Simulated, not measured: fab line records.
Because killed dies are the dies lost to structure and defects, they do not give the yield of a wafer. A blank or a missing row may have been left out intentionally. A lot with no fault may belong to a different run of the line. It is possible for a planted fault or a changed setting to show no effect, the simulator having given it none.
The tool behind it: which one?	flow sky130	12 lots, 36 wafers sampled, at 5 steps of a route of 708

## WHAT THE GAUGES SHOWED, per wafer
SKY_SONOS_TUNNEL_CD_MEAS_07: target cd 410 nm. Usual: cd-nm at 410.6 nm, with a standard deviation of 2.2.
lot	measured	on	cd-nm (nm)	flag
L974	day 10 19:56	cd-sem-02	412.1 409.9 410.0	
L975	day 11 08:44	cd-sem-01	412.6 411.5 416.5	
L976	day 11 18:55	cd-sem-01	409.0 406.7 407.4	
L978	day 12 15:02	cd-sem-01	411.5 409.9 411.4	
L979	day 12 16:34	cd-sem-02	409.1 410.5 407.6	
L980	day 13 02:07	cd-sem-01	412.0 409.9 410.9	
L981	day 13 14:55	cd-sem-01	412.9 410.7 409.2	
L982	day 13 18:07	cd-sem-02	413.9 415.6 414.3	
L983	day 14 06:10	cd-sem-02	409.3 409.2 410.2	
L984	day 14 11:38	cd-sem-01	410.4 410.6 411.6	
L985	day 14 23:07	cd-sem-01	406.0 405.4 406.3	
L991	day 16 18:55	cd-sem-01	410.5 409.4 409.6	

SKY_POLY_GATE_CD_MEAS_13: target cd 150 nm. Usual: cd-nm at 149.8 nm, with a standard deviation of 1.3.
lot	measured	on	cd-nm (nm)	flag
L974	day 15 16:59	cd-sem-02	149.2 149.0 151.5	
L975	day 16 12:14	cd-sem-01	151.5 152.1 152.0	
L976	day 16 20:55	cd-sem-01	147.8 147.8 149.2	
L978	day 17 20:47	cd-sem-01	148.7 149.8 149.6	
L979	day 17 23:31	cd-sem-02	150.0 149.3 148.5	
L980	day 18 09:19	cd-sem-01	149.7 151.0 150.4	
L981	day 18 20:04	cd-sem-02	149.2 147.5 148.4	
L982	day 19 04:28	cd-sem-02	149.2 149.3 147.9	
L983	day 19 16:07	cd-sem-02	152.1 149.8 149.1	
L984	day 19 23:56	cd-sem-01	147.5 146.6 147.2	
L985	day 20 11:28	cd-sem-02	150.1 150.3 150.6	
L991	day 22 11:46	cd-sem-01	162.4 162.6 162.2	OFF

SKY_LDD_P_CD_MEAS_07: target cd 380 nm. Usual: cd-nm at 380.4 nm, with a standard deviation of 2.3.
lot	measured	on	cd-nm (nm)	flag
L974	day 18 09:59	cd-sem-01	379.5 380.2 376.3	
L975	day 19 03:08	cd-sem-01	383.3 383.9 384.8	
L976	day 19 13:30	cd-sem-01	381.0 380.3 380.6	
L978	day 20 14:08	cd-sem-01	379.3 380.9 380.1	
L979	day 20 15:28	cd-sem-02	379.5 379.4 378.5	
L980	day 21 02:25	cd-sem-01	380.3 383.4 382.4	
L981	day 21 12:31	cd-sem-01	382.3 382.2 377.8	
L982	day 21 21:58	cd-sem-02	380.6 382.2 379.3	
L983	day 22 11:10	cd-sem-02	382.7 381.2 385.4	
L984	day 22 15:50	cd-sem-02	379.7 380.1 380.5	
L985	day 23 02:37	cd-sem-02	375.6 375.9 375.6	
L991	day 25 03:46	cd-sem-01	381.2 380.3 379.7	

## WHAT TOOL EACH LOT RAN ON (gives the tool, then ch and the chambers of the sampled wafers, and finally the start)
lot	SKY_FIELD_ISO_ETCH_14	SKY_POLY_GATE_EXPOSE_10
L974	rie-diel-04 ch 0,2,3, day 2 03:17	krf-scanner-02 ch 0, day 15 03:26
L975	rie-diel-02 ch 1,2,3, day 2 10:41	krf-scanner-01 ch 0, day 15 22:14
L976	rie-diel-01 ch 1,2,3, day 2 14:23	krf-scanner-02 ch 0, day 16 06:53
L978	rie-diel-04 ch 2,3, day 3 01:08	krf-scanner-01 ch 0, day 17 06:04
L979	rie-diel-02 ch 1,2,3, day 3 06:08	krf-scanner-02 ch 0, day 17 08:18
L980	rie-diel-01 ch 0,1,2, day 3 10:14	krf-scanner-02 ch 0, day 17 18:10
L981	rie-diel-01 ch 0,1,3, day 3 16:23	krf-scanner-02 ch 0, day 18 05:04
L982	rie-diel-01 ch 0,1,2, day 3 22:53	krf-scanner-02 ch 0, day 18 13:16
L983	rie-diel-04 ch 2,3, day 4 03:56	krf-scanner-02 ch 0, day 19 00:37
L984	rie-diel-04 ch 0,2,3, day 4 07:38	krf-scanner-01 ch 0, day 19 08:58
L985	rie-diel-01 ch 0,2,3, day 4 14:14	krf-scanner-02 ch 0, day 19 20:45
L991	rie-diel-02 ch 0,3, day 5 21:38	krf-scanner-01 ch 0, day 21 20:54
- SKY_FIELD_ISO_ETCH_14: etches BARC in N2/H2, stops on SiO2, time 45.9 s, target depth 60 nm.
- SKY_POLY_GATE_EXPOSE_10: exposes mask P1M, target cd 150 nm.

## AS READ BY THE TOOLS THEMSELVES (means over the sampled wafers that have a number; for cases with no such wafer, the mark the record gives instead)
SKY_FIELD_ISO_ETCH_14. Usual: chamber-pressure-mTorr 30.003 mTorr, standard deviation 0.025; drypump-motor-current-A 5.6 A, standard deviation 0.39; oes-product-au 0.854 a.u., standard deviation 0.0043; throttle-valve-pct 13.225 %, standard deviation 0.009.
lot	tool	chamber-pressure-mTorr (mTorr)	drypump-motor-current-A (A)	oes-product-au (a.u.)	throttle-valve-pct (%)	flag
L974	rie-diel-04	29.986	5.8	0.853	13.219	
L975	rie-diel-02	30.005	5.5	0.858	13.215	
L976	rie-diel-01	30.010	5.6	0.854	13.223	
L978	rie-diel-04	29.995	6.0	0.851	13.221	
L979	rie-diel-02	30.000	5.5	0.853	13.223	
L980	rie-diel-01	30.023	5.6	0.850	13.227	
L981	rie-diel-01	30.006	5.8	0.854	13.227	
L982	rie-diel-01	30.039	5.6	0.855	13.225	
L983	rie-diel-04	29.981	6.0	0.852	13.216	
L984	rie-diel-04	30.037	5.8	0.856	13.224	
L985	rie-diel-01	29.999	5.7	0.849	13.221	
L991	rie-diel-02	30.006	6.0	0.857	13.236	

SKY_POLY_GATE_EXPOSE_10. Usual: reticle-temp-C at 22.98 C, with a standard deviation of 0.1.
lot	tool	reticle-temp-C (C)	flag
L974	krf-scanner-02	22.95	
L975	krf-scanner-01	23.07	
L976	krf-scanner-02	22.98	
L978	krf-scanner-01	23.03	
L979	krf-scanner-02	22.97	
L980	krf-scanner-02	22.99	
L981	krf-scanner-02	22.86	
L982	krf-scanner-02	22.94	
L983	krf-scanner-02	22.89	
L984	krf-scanner-01	22.85	
L985	krf-scanner-02	22.99	
L991	krf-scanner-01	23.05	

## THE ANSWER, worked out from the rows above alone
Rule: take the mean of a lot's wafers that have a number; if it is more than 3 standard deviations from the usual mean, the lot is off. Also off: a lot with no number at a reading for which 4 or more lots have one. All remaining lots with rows at the step are treated as sound. Order of review: gauges by route order, followed by the tools' own readings, for which a lot's mean as printed above is used. The first step at which some lot is off is used, and at that step the reading that is off furthest; a lot without a number counts as furthest.
Off: L991 (SKY_POLY_GATE_CD_MEAS_13, cd-nm).
If a tool, at a process step before that reading, ran all the lots that are off and no sound lot after the first of them, it fits. Those tools and the gauges at SKY_POLY_GATE_CD_MEAS_13 are tried in the same way. Can't be told from this: 3 tools fit, rie-diel-02 at SKY_FIELD_ISO_ETCH_14, krf-scanner-01 at SKY_POLY_GATE_EXPOSE_10, cd-sem-01 at SKY_POLY_GATE_CD_MEAS_13.

## WHAT THE SIMULATOR PUT IN
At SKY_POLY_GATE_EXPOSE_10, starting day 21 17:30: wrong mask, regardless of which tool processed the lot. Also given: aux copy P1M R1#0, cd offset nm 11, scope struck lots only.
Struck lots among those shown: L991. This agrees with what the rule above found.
